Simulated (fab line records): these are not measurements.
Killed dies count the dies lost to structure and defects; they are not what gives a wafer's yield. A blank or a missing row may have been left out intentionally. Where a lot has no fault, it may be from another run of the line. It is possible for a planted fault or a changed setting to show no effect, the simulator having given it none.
Struck lot and sound lot, side by side | flow sky130 | 18 steps out of a route of 708
Sound: the wafers L778.2, L778.4, L778.6. Wafers L786.1, L786.5, L786.6 were the ones struck. Last of all comes the cause.
At each step with rows: each side's tool, then ch and its chambers, then its first start. Under that, the readings that differ: sound wafers | struck wafers | difference of the means | sigmas: that difference in standard deviations of wafers without a fault.
alike: readings whose means differ by less than 2 such deviations, and words and numbers that are the same on both sides. not compared: withheld readings, readings that some wafer has no value for, bounds like >300 that may hide the same value, and numbers for which the record gives no deviation and whose values overlap.
A row with sigmas, a row that says differs or no value, or rows on one side alone: a step with any of these is where the two part. Non-overlapping numbers with no deviation appear without sigmas and do not part them. Lack of a reading on every wafer of one side parts them only where that side has two or more wafers.

first, 2 steps without rows for these wafers: SKY_METAL3_CLEAN_22 (cleans in O3/DIW); SKY_VIA3_HDPCVD_00 (deposits SiO2, target thk 1635 nm, time 272.5 s).
SKY_VIA3_THK_MEAS_01:
  struck on film-metro-03, day 41 08:02; sound on film-metro-02, day 38 04:53
  alike: VIA3_HDPCVD_THK
SKY_VIA3_CMP_02: polishes SiO2.
  sound on cmp-01 ch 0,2, day 38 04:56; struck on cmp-02 ch 0,2,3, day 41 08:12
  alike: motor-current-A, retaining-ring-pressure-frac
SKY_VIA3_BOW_MEAS_03:
  struck on film-metro-03, day 41 08:24; sound on film-metro-02, day 38 05:16
  alike: VIA3_BOW
then, 7 steps without rows for these wafers: SKY_VIA3_DEHYDRATE_04 (time 60 s); SKY_VIA3_HMDS_05 (prime time 60 s); SKY_VIA3_COAT_06 (resist thk 60 nm); SKY_VIA3_COAT_07 (resist thk 450 nm); SKY_VIA3_SOFTBAKE_08 (time 90 s); SKY_VIA3_EXPOSE_09 (exposes mask VIM3, target cd 200 nm); SKY_VIA3_PEB_10.
SKY_VIA3_DEVELOP_11: develop time 60 s.
  sound on litho-track-03 ch 0, day 39 07:00; struck on litho-track-03 ch 0, day 42 08:00
SKY_VIA3_CD_MEAS_12 targets a cd of 200 nm.
  struck on cd-sem-01, day 42 08:19; sound on cd-sem-02, day 39 07:23
  alike: cd-nm
SKY_VIA3_OVL_MEAS_13:
  struck on overlay-02, day 42 08:26; sound on overlay-01, day 39 07:29
  reading       | sound      | struck | difference | sigmas
  VIA3_OVL (nm) | -8 -10 -13 | 8 3 2  | +15        | +3
SKY_VIA3_ETCH_14: etches BARC in N2/H2, stops on SiO2, time 45.9 s, target depth 60 nm.
  sound on rie-diel-04 ch 0,1,3, day 39 07:31; struck on rie-diel-03 ch 0,1,3, day 42 08:28
  reading               | sound             | struck          | difference | sigmas
  model.VIA3.cd-nm (nm) | 200.3 199.2 199.5 | 196.8 198 198.3 | -2.0       |
  alike: drypump-motor-current-A, oes-product-au, throttle-valve-pct
  not compared: rf-hours-counter-h
SKY_VIA3_ETCH_15: etches SiO2 in C4F8/O2/Ar, stops on TiN, target depth 507 nm, time 78 s.
  sound on rie-diel-04 ch 0,1,3, day 39 07:34; struck on rie-diel-03 ch 0,1,3, day 42 08:31
  alike: oes-product-au
  not compared: rf-hours-counter-h
-- the record jumps here: 6 days lie between the struck wafers' starts before and after (it left off in module VIA3 and takes up again in module PAD_OPEN, whose first step shown is number 708 of the route) --
SKY_PAD_OPEN_PROBE_99:
  record: rows for the struck wafers here (prober-02, day 47 20:31), none for the sound ones

== WHERE THEY PART ==
Last at SKY_PAD_OPEN_PROBE_99 as far as this record goes, first at SKY_VIA3_OVL_MEAS_13.

WHY: what the simulator had put in
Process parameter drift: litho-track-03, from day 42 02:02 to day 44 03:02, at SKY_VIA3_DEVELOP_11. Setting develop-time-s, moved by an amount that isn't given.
